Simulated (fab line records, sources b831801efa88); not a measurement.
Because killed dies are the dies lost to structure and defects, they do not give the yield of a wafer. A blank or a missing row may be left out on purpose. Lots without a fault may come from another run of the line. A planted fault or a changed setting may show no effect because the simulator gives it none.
What tool caused it? + flow sky130 + 6 lots with 18 wafers sampled at 2 steps, on a route of 708 steps

WHAT THE GAUGES READ, wafer by wafer
SKY_FIELD_ISO_THK_MEAS_25.
| lot  | measured    | on            | FIELD_ISO_CVD_24_THK (nm) |
|------|-------------|---------------|---------------------------|
| L300 | day 2 10:56 | film metro-04 | 605 612 600               |
| L303 | day 3 04:35 | film metro-02 | 595 590 592               |
| L307 | day 4 02:03 | film metro-03 | 601 593 599               |
| L311 | day 4 22:22 | film metro-04 | 608 600 607               |
| L316 | day 6 00:35 | film metro-04 | 782 775 774               |
| L322 | day 7 08:10 | film metro-04 | 596 602 606               |

EACH LOT AND THE TOOL THAT RAN IT (in order: tool; ch and the chambers of the sampled wafers; start)
| lot  | SKY_FIELD_ISO_CVD_24            |
|------|---------------------------------|
| L300 | hdpcvd-01 ch 1,2, day 2 10:50   |
| L303 | hdpcvd-01 ch 0,1,2, day 3 04:30 |
| L307 | hdpcvd-02 ch 0,1, day 4 01:58   |
| L311 | hdpcvd-02 ch 0,1, day 4 22:16   |
| L316 | hdpcvd-01 ch 0,1,2, day 6 00:31 |
| L322 | hdpcvd-02 ch 1,2, day 7 08:05   |
- SKY_FIELD_ISO_CVD_24: deposits SiO2, target thk 595 nm, time 99.2 s.

THE ANSWER, worked out from the rows above alone
Rule: the usual values come from the lots themselves. Put in order of their means at a reading, lots are off if they are a third of the lots or fewer, leave a main group of 4 or more, and stand apart from it by a gap of 3 or more times the standard deviation of the main group's means; of several such gaps the widest counts. A main group whose means are all the same, to the digits that the tables above print for the reading, isn't used. A lot without any number at a reading at which 4 lots or more have one is off too. Any other lot the step has rows for is counted as sound.
Off: L316, at SKY_FIELD_ISO_THK_MEAS_25 (FIELD_ISO_CVD_24_THK). The main group has a mean of 600 nm with a standard deviation of 4.9.
If a tool, at a process step before that reading, ran all the lots that are off and no sound lot after the first of them, it fits. The gauges at SKY_FIELD_ISO_THK_MEAS_25 are tried like those tools. One candidate fits, namely hdpcvd-01 at SKY_FIELD_ISO_CVD_24. Its last sound lot is L303 (day 3 04:30), its first lot that is off L316 (day 6 00:31): a fault that began between those two fits.

WHAT THE SIMULATOR HAD PUT IN
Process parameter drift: hdpcvd-01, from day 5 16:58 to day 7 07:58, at SKY_FIELD_ISO_CVD_24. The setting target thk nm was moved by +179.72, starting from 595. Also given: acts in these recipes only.
Lots struck among those shown: L316. The same result came from the rule above.
